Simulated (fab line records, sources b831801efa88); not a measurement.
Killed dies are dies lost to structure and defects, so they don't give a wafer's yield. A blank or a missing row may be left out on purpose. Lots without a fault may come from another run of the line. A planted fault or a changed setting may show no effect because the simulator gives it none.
Which tool did it? | flow sky130 | 12 lots, 36 wafers sampled, at 5 steps of a route of 708

WHAT THE GAUGES READ, wafer by wafer
SKY_SONOS_ONO_THK_MEAS_03. Usual: SONOS_ONO_CVD_02_THK 10.58 nm, standard deviation 0.16.
lot  | measured     | on            | SONOS_ONO_CVD_02_THK (nm) | flag
L399 | day 12 01:28 | film_metro-04 | 10.34 10.46 10.38         |
L401 | day 12 19:52 | film_metro-02 | 10.36 10.40 10.52         |
L402 | day 12 22:41 | film_metro-04 | 10.35 10.50 10.32         |
L403 | day 13 08:40 | film_metro-03 | 10.24 10.46 10.44         |
L406 | day 14 05:48 | film_metro-04 | 10.70 10.51 10.59         |
L411 | day 15 21:06 | film_metro-02 | 10.52 10.65 10.47         |
L412 | day 16 04:34 | film_metro-02 | 10.67 10.68 10.57         |
L414 | day 16 22:12 | film_metro-02 | 10.61 10.40 10.48         |
L415 | day 17 06:11 | film_metro-04 | 10.76 10.72 10.87         |
L416 | day 17 19:47 | film_metro-02 | 10.79 10.86 10.81         |
L418 | day 18 03:17 | film_metro-02 | 10.57 10.45 10.69         |
L419 | day 18 19:33 | film_metro-03 | 10.66 10.56 10.54         |

SKY_POLY_GATE_THK_MEAS_01. Usual: POLY_GATE_CVD_00_THK 179.4 nm, standard deviation 1.5.
lot  | measured     | on            | POLY_GATE_CVD_00_THK (nm) | flag
L399 | day 14 12:37 | film_metro-03 | 176.5 178.8 177.6         |
L401 | day 15 10:35 | film_metro-03 | 179.0 179.2 178.1         |
L402 | day 15 14:04 | film_metro-02 | 180.6 181.4 181.9         |
L403 | day 15 23:31 | film_metro-03 | 180.5 179.1 180.4         |
L406 | day 16 19:46 | film_metro-03 | 178.1 177.0 176.8         |
L411 | day 18 16:53 | film_metro-03 | 181.5 181.1 182.2         |
L412 | day 19 02:23 | film_metro-02 | 180.6 180.1 182.1         |
L414 | day 19 18:20 | film_metro-03 | 176.4 176.9 177.1         |
L415 | day 20 04:11 | film_metro-02 | 180.0 178.9 178.8         |
L416 | day 20 16:13 | film_metro-02 | 180.3 180.6 180.9         |
L418 | day 21 01:11 | film_metro-02 | 178.9 180.3 181.5         |
L419 | day 21 16:19 | film_metro-03 | 180.0 179.2 179.7         |

SKY_LDD_HVN_TW_MEAS_10. Usual: LDD_HVN_TW 1436, standard deviation 13.
lot  | measured     | on            | LDD_HVN_TW     | flag
L399 | day 20 23:16 | film_metro-02 | 1442 1438 1443 |
L401 | day 22 02:06 | film_metro-02 | 2840 2820 2823 | OFF
L402 | day 22 05:02 | film_metro-02 | 1441 1440 1450 |
L403 | day 22 15:30 | film_metro-03 | 2771 2766 2753 | OFF
L406 | day 23 11:10 | film_metro-02 | 2843 2845 2844 | OFF
L411 | day 25 08:54 | film_metro-01 | 1441 1448 1446 |
L412 | day 25 17:01 | film_metro-01 | 1451 1447 1441 |
L414 | day 26 07:51 | film_metro-02 | 1441 1434 1444 |
L415 | day 26 17:12 | film_metro-01 | 1433 1438 1438 |
L416 | day 27 04:18 | film_metro-01 | 1428 1433 1439 |
L418 | day 27 11:52 | film_metro-01 | 1438 1436 1440 |
L419 | day 28 09:25 | film_metro-01 | 1434 1441 1445 |

WHICH TOOL RAN EACH LOT (tool, then ch and the chambers of the sampled wafers, then the start)
lot  | SKY_LDD_P_STRIP_10                   | SKY_LDD_HVN_IMPLANT_08
L399 | plasma_asher-04 ch 0,1, day 19 16:16 | implanter-01 ch 0, day 20 23:01
L401 | plasma_asher-01 ch 0,1, day 20 18:46 | implanter-01 ch 0, day 22 01:52
L402 | plasma_asher-02 ch 0,1, day 20 22:10 | implanter-03 ch 0, day 22 04:47
L403 | plasma_asher-01 ch 0,1, day 21 08:40 | implanter-01 ch 0, day 22 15:15
L406 | plasma_asher-04 ch 0,1, day 22 04:14 | implanter-01 ch 0, day 23 10:56
L411 | plasma_asher-02 ch 0,1, day 24 02:50 | implanter-02 ch 0, day 25 08:40
L412 | plasma_asher-04 ch 0,1, day 24 11:04 | implanter-01 ch 0, day 25 16:48
L414 | plasma_asher-01 ch 0,1, day 25 01:16 | implanter-01 ch 0, day 26 07:36
L415 | plasma_asher-04 ch 0,1, day 25 11:29 | implanter-03 ch 0, day 26 16:58
L416 | plasma_asher-01 ch 0,1, day 25 23:11 | implanter-03 ch 0, day 27 04:03
L418 | plasma_asher-02 ch 0,1, day 26 06:25 | implanter-02 ch 0, day 27 11:37
L419 | plasma_asher-04 ch 0,1, day 27 03:34 | implanter-03 ch 0, day 28 09:13
- SKY_LDD_P_STRIP_10: strips in O2/N2.
- SKY_LDD_HVN_IMPLANT_08

WHAT THE TOOLS THEMSELVES READ (means of the sampled wafers that have a number; where no wafer has one, the mark that the record gives instead)
SKY_LDD_P_STRIP_10. Usual: chamber_pressure_mTorr 1500.0 mTorr, standard deviation 1.4; drypump_motor_current_A 5.5 A, standard deviation 0.53; oes_product_au 0.715 a.u., standard deviation 0.0049; strip_time_to_endpoint_s 14.18 s, standard deviation 0.038.
lot  | tool            | chamber_pressure_mTorr (mTorr) | drypump_motor_current_A (A) | oes_product_au (a.u.) | strip_time_to_endpoint_s (s) | flag
L399 | plasma_asher-04 | 1498.6                         | 5.7                         | 0.715                 | 14.23                        |
L401 | plasma_asher-01 | 1498.1                         | 5.7                         | 0.713                 | 14.12                        |
L402 | plasma_asher-02 | 1500.3                         | 5.3                         | 0.713                 | 14.23                        |
L403 | plasma_asher-01 | 1499.4                         | 5.7                         | 0.714                 | 14.14                        |
L406 | plasma_asher-04 | 1500.1                         | 5.7                         | 0.713                 | 14.18                        |
L411 | plasma_asher-02 | 1500.1                         | 5.6                         | 0.716                 | 14.21                        |
L412 | plasma_asher-04 | 1499.1                         | 5.7                         | 0.714                 | 14.19                        |
L414 | plasma_asher-01 | 1499.7                         | 5.6                         | 0.716                 | 14.19                        |
L415 | plasma_asher-04 | 1500.6                         | 5.7                         | 0.716                 | 14.21                        |
L416 | plasma_asher-01 | 1499.2                         | 5.7                         | 0.710                 | 14.21                        |
L418 | plasma_asher-02 | 1500.5                         | 5.6                         | 0.714                 | 14.13                        |
L419 | plasma_asher-04 | 1501.4                         | 5.7                         | 0.716                 | 14.16                        |

SKY_LDD_HVN_IMPLANT_08. Usual: beam_on_s 10.00 s, standard deviation 0.19; dose_ions_cm2 3e+13, standard deviation 3.3e+10; end_station_pressure_torr 5.11e-06 Torr, standard deviation 2.7e-07; faraday_current_uA 169, standard deviation 3.2.
lot  | tool         | beam_on_s (s) | dose_ions_cm2 | end_station_pressure_torr (Torr) | faraday_current_uA | flag
L399 | implanter-01 | 9.90          | 3e+13         | 4.79e-06                         | 171                |
L401 | implanter-01 | 11.68         | 3e+14         | 5.97e-06                         | 1290               | OFF
L402 | implanter-03 | 10.07         | 3e+13         | 4.99e-06                         | 168                |
L403 | implanter-01 | 11.66         | 3e+14         | 5.96e-06                         | 1297               | OFF
L406 | implanter-01 | 11.73         | 3e+14         | 5.98e-06                         | 1292               | OFF
L411 | implanter-02 | 10.09         | 3e+13         | 5.07e-06                         | 167                |
L412 | implanter-01 | 10.07         | 3e+13         | 4.84e-06                         | 168                |
L414 | implanter-01 | 10.28         | 3e+13         | 4.96e-06                         | 165                |
L415 | implanter-03 | 10.09         | 3e+13         | 4.91e-06                         | 167                |
L416 | implanter-03 | 10.01         | 3e+13         | 5.15e-06                         | 169                |
L418 | implanter-02 | 9.96          | 3e+13         | 5.03e-06                         | 169                |
L419 | implanter-03 | 9.99          | 3e+13         | 5.20e-06                         | 169                |

THE ANSWER, worked out from the rows above alone
Rule: a lot is off if the mean of its wafers that have a number lies more than 3 standard deviations from the usual mean. A lot without any number at a reading at which 4 lots or more have one is off too. The other lots that the step has rows for count as sound. The gauges are gone through in route order, then the tools' own readings, and for those a lot's mean is taken as printed above. The first step at which some lot is off is used, and at that step the reading that is off furthest; a lot without a number counts as furthest.
Off: L401, L403, L406, at SKY_LDD_HVN_TW_MEAS_10 (LDD_HVN_TW).
A tool fits if, at a process step before that reading, it ran every lot that is off, and no sound lot after the first of them. The gauges at SKY_LDD_HVN_TW_MEAS_10 aren't tried: what is off there is off at SKY_LDD_HVN_IMPLANT_08 too, on other tools, and a gauge's error can't cause that. None of those tried fits.

WHAT THE SIMULATOR HAD PUT IN
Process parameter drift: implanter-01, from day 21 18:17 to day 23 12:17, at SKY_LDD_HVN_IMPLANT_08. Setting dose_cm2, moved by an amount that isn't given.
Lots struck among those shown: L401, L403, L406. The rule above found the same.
